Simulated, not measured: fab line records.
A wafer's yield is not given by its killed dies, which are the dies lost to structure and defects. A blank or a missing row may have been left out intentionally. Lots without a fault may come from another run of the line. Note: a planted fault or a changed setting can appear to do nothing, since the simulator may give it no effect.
Matching of chambers :: flow gf180mcu :: GF_V5_CMP_04 on cmp-01 has 4 sister chambers
The step polishes SiO2. 4 wafers are shown with their chamber, then 8 later ones without.

== EACH WAFER AND ITS CHAMBER ==
wafer: L433.6
chamber: 3
motor current A (A): 12.4

wafer: L435.2
chamber: 2
motor current A (A): 10.9

wafer: L435.5
chamber: 0
motor current A (A): 11.8

wafer: L445.1
chamber: 1
motor current A (A): 12.5

== WAFERS WITHOUT THEIR CHAMBER ==
wafer: L445.4
motor current A (A): 11.7

wafer: L445.5
motor current A (A): 12.6

wafer: L447.1
motor current A (A): 11.9

wafer: L447.2
motor current A (A): 12.3

wafer: L447.5
motor current A (A): 11.9

wafer: L449.3
motor current A (A): 12.6

wafer: L449.4
motor current A (A): 11.8

wafer: L449.5
motor current A (A): 11.0

== EACH ONE'S CHAMBER ==
wafer: L445.4
from the rows above: 0
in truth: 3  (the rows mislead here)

wafer: L445.5
from the rows above: can't be placed: 1 or 3
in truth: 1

wafer: L447.1
from the rows above: 0
in truth: 0

wafer: L447.2
from the rows above: can't be placed: 3 or 1
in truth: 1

wafer: L447.5
from the rows above: 0
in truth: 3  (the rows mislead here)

wafer: L449.3
from the rows above: can't be placed: 1 or 3
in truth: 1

wafer: L449.4
from the rows above: 0
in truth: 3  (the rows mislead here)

wafer: L449.5
from the rows above: 2
in truth: 2
Correct placement for 2 of the 8. Cannot be placed on the basis of these rows: 3; the candidates contain the true chamber in 3. Wrongly placed: 3.
How it was worked out, from the rows above alone: a wafer's distance from a chamber is the root of the sum, over the readings, of the square of ((its reading less the chamber's mean) divided by the reading's scatter). The wafer belongs to the nearest chamber; if the next one is less than 2 further off, it can't be placed. For every chamber, the mean is computed from those of its wafers that are shown. The scatter: root of mean squared gap, hidden wafer to nearest shown wafer, with one shown wafer a chamber.
